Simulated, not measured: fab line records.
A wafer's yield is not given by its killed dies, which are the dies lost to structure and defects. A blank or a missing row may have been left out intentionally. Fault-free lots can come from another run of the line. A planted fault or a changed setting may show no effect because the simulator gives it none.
Problem report, 8D (eight disciplines) form, completed by code    flow sky130    the parts of the form that need people (team, actions taken, sign-off) are left out

1. THE PROBLEM
Mean of run_length_s at SKY_POLY_CUT_ETCH_11: 79.0 s across 6 wafers in 2 lots; on wafers with no fault it is 70.7 s (standard deviation 0.4). Relative to the usual mean, that is a shift of +21 standard deviations.
The step: etches Si3N4 in CF4/CH2F2/Ar, stops on poly-Si, time 42.5 s, target depth 60 nm.
Seen first at day 26 01:11 on rie_diel-02, wafer L841.1. At this step, 18 wafers from 6 lots have a number in the record. The rule behind "out" and "out of limits": a value lying over 4 standard deviations away from the usual mean. The rest of the wafers with a number are treated as sound.

2. WHAT IT IS; WHAT IT IS NOT
question                     is                            is not
which readings at this step  run_length_s, oes_product_au  cf4_flow_sccm, drypump_motor_current_A, throttle_valve_pct
which lots                   L841, L842                    L837, L840, L852, L858
which wafers of those lots   all that have a number        -
read on which tools          rie_diel-02                   rie_diel-01
when                         from day 26 01:11             up to then (6 sound wafers); but 6 sound wafers of L852, L858 came after

3. THE SUSPECTS, EACH WITH WHAT RULES IT OUT
Counting: a tool at any process step up to the reading remains a suspect when it ran all the lots that are out and ran no sound lot after the first of those.
- rie_diel-02 at SKY_SPACER_ETCHBACK_02 (etches Si3N4 in CH3F/O2, stops on SiO2, time 46.7 s, target depth 45 nm): kept. All lots that are out passed through it, beginning with L841 at day 24 20:29, and no sound lot followed; its final sound lot before that point was L840 at day 24 13:44.
- rie_diel-02 at SKY_POLY_CUT_ETCH_10 (etches BARC in N2/H2, stops on SiO2, time 45.9 s, target depth 60 nm): kept. All lots that are out passed through it, beginning with L841 at day 26 01:08, and no sound lot followed; its final sound lot before that point was L840 at day 25 18:55.
- rie_diel-02 at SKY_POLY_CUT_ETCH_11 (etches Si3N4 in CF4/CH2F2/Ar, stops on poly-Si, time 42.5 s, target depth 60 nm): kept. All lots that are out passed through it, beginning with L841 at day 26 01:11, and no sound lot followed; its final sound lot before that point was L840 at day 25 18:58. Its own readings are out on those wafers: oes_product_au, run_length_s.
Left after counting: rie_diel-02 at SKY_SPACER_ETCHBACK_02, rie_diel-02 at SKY_POLY_CUT_ETCH_10, rie_diel-02 at SKY_POLY_CUT_ETCH_11.

4. THE CAUSE (what the simulator had put in)
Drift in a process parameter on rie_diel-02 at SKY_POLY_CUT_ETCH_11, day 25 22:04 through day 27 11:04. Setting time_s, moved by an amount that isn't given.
3 suspects survive the count, and this tool is in that group.

5. SEQUENCE OF EFFECTS, ordered by route
Rows list readings where the struck wafers' mean (over those with a number) sits beyond 3 standard deviations from the usual. Readings are gone through only where the record gives a usual standard deviation; hours: the median, over the lots, of the time from a lot's start at the first step in this table giving one to that lot's start at this step; sigmas: the change measured in usual standard deviations.
hours  step                  reading         usual       on struck wafers  change  sigmas
0      SKY_POLY_CUT_ETCH_11  oes_product_au  0.828 a.u.  0.756             -0.072  -12
0      SKY_POLY_CUT_ETCH_11  run_length_s    70.7 s      79.0              +8.3    +21
Process steps it contains:
- SKY_POLY_CUT_ETCH_11: etches Si3N4 in CF4/CH2F2/Ar, stops on poly-Si, time 42.5 s, target depth 60 nm.

6. HOW IT WOULD HAVE BEEN CAUGHT EARLIER
The fault began at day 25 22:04; the first out-of-limits reading in this record came at day 26 01:11, 3 hours later.
